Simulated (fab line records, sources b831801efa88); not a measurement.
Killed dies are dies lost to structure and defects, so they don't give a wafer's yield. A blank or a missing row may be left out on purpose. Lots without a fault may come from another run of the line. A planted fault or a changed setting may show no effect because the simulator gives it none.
fab line records | flow sky130
record lots=13 wafers=39 last_day=50
route steps=708 shown RES_XHIGH@339 PAD_OPEN@708
lots that met no fault: from a run of the same line without faults
start_h: hours from the record's first day to the start of the lot's first wafer shown | wait_h: hours since the lot's step before | " the same as in the row above | L1.1+2: a row that stands for several wafers | - no value, or no start given | * or withheld: withheld | < > ~ a bound
route shown NAME@n: a module of which the file shows steps, and the number in the route of the first | usual: mean/standard deviation of fault-free wafers | same: alike in all rows | chamber/n: place in a boat | sites: the reading at each site | _std_site: their standard deviation | _edge_site: outer sites' mean less inner sites' | radius_mm: how far each site lies from the wafer's centre | mask NAME#n: copy n | behind: the tool/chamber that last shaped the wafer | hold: why the lot was held/for how many hours/how that ended | device: the transistor (n, p or np) that didn't switch | end of line: the same wafers' tests at the end of the route | a step without rows: its recipe alone | killed: dies lost to structure and defects at the first sort, not the wafer's yield | map: a wafer's dies, x killed, . not, _ none there
set.NAME: the setting as run; set.NAME@STEP: as run at that earlier step | model.NAME: the simulator's own value behind a step, which no gauge read
steps of the route over a sample of lots; a table a step, a row a wafer
services: from which hour (start_h, from the record's first day; less than 0 if before it) a tool's chamber was out of use, for how many hours, and why
## steps
# step SKY_RES_XHIGH_IMPLANT_07
# recipe species=BF2 energy_kev=20 dose_cm2=3.6e+14 tilt_deg=0
# usual dose_ions_cm2=3.599e+14/3.9e+11
# columns lot.wafer tool chamber start_h wait_h dose_ions_cm2
L462.1 implanter-01 0 622.98 0.1 3.597e+14
L462.3 " 0 " " 3.591e+14
L462.6 " 0 " " 3.603e+14
L463.3 implanter-04 0 633.89 0.1 3.6e+14
L463.5 " 0 " " 3.599e+14
L463.6 " 0 " " 3.6e+14
L464.1 implanter-01 0 636.69 0.1 3.598e+14
L464.2 " 0 " " 3.598e+14
L464.5 " 0 " " 3.593e+14
L465.1 implanter-01 0 641.92 0.1 3.601e+14
L465.2 " 0 " " 3.608e+14
L465.3 " 0 " " 3.603e+14
L466.1 implanter-04 0 652.44 0.1 3.595e+14
L466.3 " 0 " " 3.598e+14
L466.6 " 0 " " 3.604e+14
L467.3 implanter-04 0 658.22 0.1 3.601e+14
L467.4 " 0 " " 3.604e+14
L467.5 " 0 " " 3.602e+14
L470.1 implanter-02 0 683.94 0.1 3.593e+14
L470.2 " 0 " " 3.6e+14
L470.4 " 0 " " 3.594e+14
L471.1 implanter-02 0 692.37 0.1 3.6e+14
L471.3 " 0 " " 3.606e+14
L471.4 " 0 " " 3.601e+14
L472.1 implanter-01 0 701.24 0.1 3.601e+14
L472.2 " 0 " " 3.595e+14
L472.6 " 0 " " 3.601e+14
L473.3 implanter-01 0 714.03 0.1 3.6e+14
L473.5 " 0 " " 3.599e+14
L473.6 " 0 " " 3.6e+14
L477.3 implanter-04 0 740.12 0.1 3.604e+14
L477.4 " 0 " " 3.598e+14
L477.5 " 0 " " 3.595e+14
L478.2 implanter-04 0 750.00 0.1 3.598e+14
L478.3 " 0 " " 3.603e+14
L478.6 " 0 " " 3.595e+14
L484.4 implanter-02 0 796.21 0.1 3.597e+14
L484.5 " 0 " " 3.598e+14
L484.6 " 0 " " 3.598e+14
# step SKY_RES_XHIGH_TW_MEAS_09
# usual RES_XHIGH_TW=1623/9.1
# columns lot.wafer tool chamber start_h wait_h RES_XHIGH_TW
L462.1 film_metro-04 - 623.23 0.1 1621
L462.3 " - " " 1633
L462.6 " - " " 1636
L463.3 film_metro-02 - 634.11 0.1 1620
L463.5 " - " " 1616
L463.6 " - " " 1629
L464.1 film_metro-03 - 636.94 0.1 1619
L464.2 " - " " 1617
L464.5 " - " " 1612
L465.1 film_metro-03 - 642.17 0.1 1611
L465.2 " - " " 1618
L465.3 " - " " 1614
L466.1 film_metro-02 - 652.69 0.1 1632
L466.3 " - " " 1618
L466.6 " - " " 1625
L467.3 film_metro-04 - 658.44 0.1 1617
L467.4 " - " " 1608
L467.5 " - " " 1622
L470.1 film_metro-04 - 684.19 0.1 1623
L470.2 " - " " 1620
L470.4 " - " " 1629
L471.1 film_metro-02 - 692.62 0.1 1615
L471.3 " - " " 1618
L471.4 " - " " 1614
L472.1 film_metro-04 - 701.49 0.1 1622
L472.2 " - " " 1622
L472.6 " - " " 1627
L473.3 film_metro-04 - 714.25 0.1 1620
L473.5 " - " " 1626
L473.6 " - " " 1637
L477.3 film_metro-04 - 740.34 0.1 1616
L477.4 " - " " 1621
L477.5 " - " " 1617
L478.2 film_metro-02 - 750.23 0.1 1584
L478.3 " - " " 1584
L478.6 " - " " 1594
L484.4 film_metro-02 - 796.42 0.1 1610
L484.5 " - " " 1605
L484.6 " - " " 1608
# step SKY_SD_N_RS_MEAS_18
# recipe thk_meas_gauge=four-point-probe
# usual RES_XHIGH_RS=333.5/1.3
# columns lot.wafer tool chamber start_h wait_h RES_XHIGH_RS[ohm/sq]
L462.1 film_metro-04 - 652.64 0.1 332.3
L462.3 " - " " 332.7
L462.6 " - " " 332.2
L463.3 film_metro-04 - 663.78 0.1 333.3
L463.5 " - " " 333.7
L463.6 " - " " 335.0
L464.1 film_metro-03 - 666.13 0.1 333.1
L464.2 " - " " 333.2
L464.5 " - " " 333.7
L465.1 film_metro-02 - 672.14 0.1 334.0
L465.2 " - " " 333.7
L465.3 " - " " 335.3
L466.1 film_metro-04 - 681.24 0.1 331.1
L466.3 " - " " 332.1
L466.6 " - " " 332.5
L467.3 film_metro-03 - 687.58 0.1 334.3
L467.4 " - " " 334.2
L467.5 " - " " 334.1
L470.1 film_metro-02 - 712.94 0.1 332.3
L470.2 " - " " 334.1
L470.4 " - " " 333.0
L471.1 film_metro-03 - 721.61 0.1 334.3
L471.3 " - " " 334.5
L471.4 " - " " 335.3
L472.1 film_metro-02 - 729.81 0.1 333.3
L472.2 " - " " 332.2
L472.6 " - " " 333.6
L473.3 film_metro-04 - 742.97 0.1 333.3
L473.5 " - " " 334.5
L473.6 " - " " 336.0
L477.3 film_metro-03 - 768.26 0.1 334.0
L477.4 " - " " 334.3
L477.5 " - " " 334.0
L478.2 film_metro-02 - 777.59 0.1 350.9
L478.3 " - " " 351.8
L478.6 " - " " 351.4
L484.4 film_metro-04 - 823.98 0.1 334.0
L484.5 " - " " 332.6
L484.6 " - " " 331.2
# step SKY_PAD_OPEN_PROBE_99
# usual killed_at_M0_to_M3=43/6.6 killed_at_M4_up=3.4/1.8 killed_at_contacts=24/4.9 killed_at_front_end=15/4.1 killed_at_other=0.3/0.55 killed_dies=85/8.8 killed_open=46/6.1 killed_short=39/5.7
# same gross_dies=492 killed_at_back_side=0
# columns lot.wafer tool chamber start_h wait_h killed_at_M0_to_M3 killed_at_M4_up killed_at_contacts killed_at_front_end killed_at_other killed_dies killed_open killed_short
L463.3 prober-01 - 1093.40 0.2 32 7 16 15 0 70 41 29
L463.5 prober-01 - 1093.50 0.2 26 5 20 9 1 61 29 31
L463.6 prober-01 - 1093.55 0.2 37 2 29 20 1 89 48 41
L473.3 prober-01 - 1145.80 0.2 39 5 35 11 0 90 42 48
L473.5 prober-01 - 1145.90 0.2 41 7 35 12 0 95 52 42
L473.6 prober-01 - 1145.95 0.2 37 3 38 8 0 86 47 39
L478.2 prober-02 - 1167.98 0.1 37 3 24 20 0 84 45 39
L478.3 prober-02 - 1168.03 0.2 45 6 17 14 0 82 40 42
L478.6 prober-02 - 1168.18 0.2 38 4 21 18 0 81 47 34
L484.4 prober-02 - 1198.31 0.2 42 3 25 20 1 91 43 46
L484.5 prober-02 - 1198.36 0.2 58 5 26 16 0 105 55 49
L484.6 prober-02 - 1198.41 0.2 45 3 22 13 0 83 46 37
# killed by level:class
L463.3 VIA1:geometric_particle:open=7 FIELD_ISO:geometric_particle:open=6 FIELD_ISO:geometric_particle:short=6 CONTACT:geometric_particle:open=6 VIA2:geometric_particle:open=6 METAL4:geometric_particle:short=6 LOCAL_INTERCONNECT:geometric_particle:short=5 METAL1:geometric_particle:open=4
L463.5 VIA1:geometric_particle:open=9 LI_CONTACT:geometric_particle:open=7 METAL1:geometric_particle:short=6 FIELD_ISO:geometric_particle:short=4 CONTACT:geometric_particle:short=4 CONTACT:geometric_particle:open=4 METAL4:geometric_particle:short=4 METAL2:geometric_particle:short=3
L463.6 VIA1:geometric_particle:open=13 CONTACT:geometric_particle:open=9 CONTACT:geometric_particle:short=9 POLY_GATE:geometric_particle:short=7 VIA2:geometric_particle:open=6 LI_CONTACT:geometric_particle:open=5 VIA3:geometric_particle:open=5 FIELD_ISO:geometric_particle:short=4
L473.3 LI_CONTACT:geometric_particle:open=10 CONTACT:geometric_particle:short=7 LOCAL_INTERCONNECT:geometric_particle:short=6 VIA1:geometric_particle:short=6 METAL2:geometric_particle:short=6 VIA3:geometric_particle:open=6 LI_CONTACT:geometric_particle:short=5 CONTACT:geometric_particle:open=5
L473.5 CONTACT:geometric_particle:open=10 LI_CONTACT:geometric_particle:open=9 VIA1:geometric_particle:open=7 VIA3:geometric_particle:open=7 CONTACT:geometric_particle:short=6 METAL1:geometric_particle:short=6 VIA2:geometric_particle:open=6 LOCAL_INTERCONNECT:geometric_particle:short=5
L473.6 CONTACT:geometric_particle:open=15 LI_CONTACT:geometric_particle:open=10 LOCAL_INTERCONNECT:geometric_particle:short=7 VIA1:geometric_particle:short=7 VIA1:geometric_particle:open=5 METAL2:geometric_particle:open=4 VIA3:geometric_particle:open=4 METAL2:geometric_particle:short=4
L478.2 VIA1:geometric_particle:open=9 VIA2:geometric_particle:open=8 LOCAL_INTERCONNECT:geometric_particle:short=7 LI_CONTACT:geometric_particle:open=6 FIELD_ISO:geometric_particle:short=5 FIELD_ISO:geometric_particle:open=4 LI_CONTACT:geometric_particle:short=4 METAL1:geometric_particle:short=4
L478.3 METAL2:geometric_particle:short=11 CONTACT:geometric_particle:open=7 VIA1:geometric_particle:open=7 VIA2:geometric_particle:open=7 LI_CONTACT:geometric_particle:open=5 POLY_GATE:geometric_particle:short=5 METAL1:geometric_particle:short=5 VIA3:geometric_particle:open=5
L478.6 CONTACT:geometric_particle:open=10 VIA2:geometric_particle:open=8 VIA1:geometric_particle:open=6 FIELD_ISO:geometric_particle:open=5 FIELD_ISO:geometric_particle:short=4 VIA3:geometric_particle:open=4 CONTACT:geometric_particle:short=4 METAL2:geometric_particle:short=4
L484.4 CONTACT:geometric_particle:open=9 VIA1:geometric_particle:open=9 METAL1:geometric_particle:short=7 VIA3:geometric_particle:open=6 FIELD_ISO:geometric_particle:short=5 VIA1:geometric_particle:short=5 LI_CONTACT:geometric_particle:short=4 LI_CONTACT:geometric_particle:open=4
L484.5 CONTACT:geometric_particle:open=11 VIA1:geometric_particle:open=11 VIA2:geometric_particle:open=9 METAL2:geometric_particle:short=8 METAL1:geometric_particle:short=8 VIA3:geometric_particle:open=6 CONTACT:geometric_particle:short=5 LI_CONTACT:geometric_particle:short=4
L484.6 VIA1:geometric_particle:open=10 VIA2:geometric_particle:open=9 VIA3:geometric_particle:open=7 LI_CONTACT:geometric_particle:open=7 METAL2:geometric_particle:short=7 CONTACT:geometric_particle:open=6 CONTACT:geometric_particle:short=5 POLY_GATE:geometric_particle:short=3
## services
# columns tool chamber start_h hours kind
implanter-02 - 653.01 1.2 repair
implanter-01 - 669.66 1.6 repair
implanter-04 - 690.71 4.5 pm
implanter-01 - 694.39 1.9 repair
implanter-02 - 702.03 0.7 repair
implanter-01 - 747.27 5.0 pm
implanter-02 - 753.10 5.8 repair
implanter-02 - 758.92 6.2 pm
## key
first_sign step=SKY_RES_XHIGH_TW_MEAS_09 reading=RES_XHIGH_TW direction=down sigmas=3.9 usual=1623 struck=1587
effect step=SKY_SD_N_RS_MEAS_18 reading=RES_XHIGH_RS direction=up sigmas=13 usual=333.5 struck=351.4
met_at SKY_RES_XHIGH_IMPLANT_07
struck_lots L478
tester_left_out L478
onset_between 740.12 750.00
fault kind=process_parameter_drift tool=implanter-04 chamber=- onset_h=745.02 steps=SKY_RES_XHIGH_IMPLANT_07 channel=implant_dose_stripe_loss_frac offset=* shape=step end_h=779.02
# tester_left_out: of these lots the tester's yield and bins aren't shown, on N5 and GAA mostly nor the transistor test; their killed dies are dies lost to structure and defects alone, not to doping, threshold or leakage, so they don't give the yield
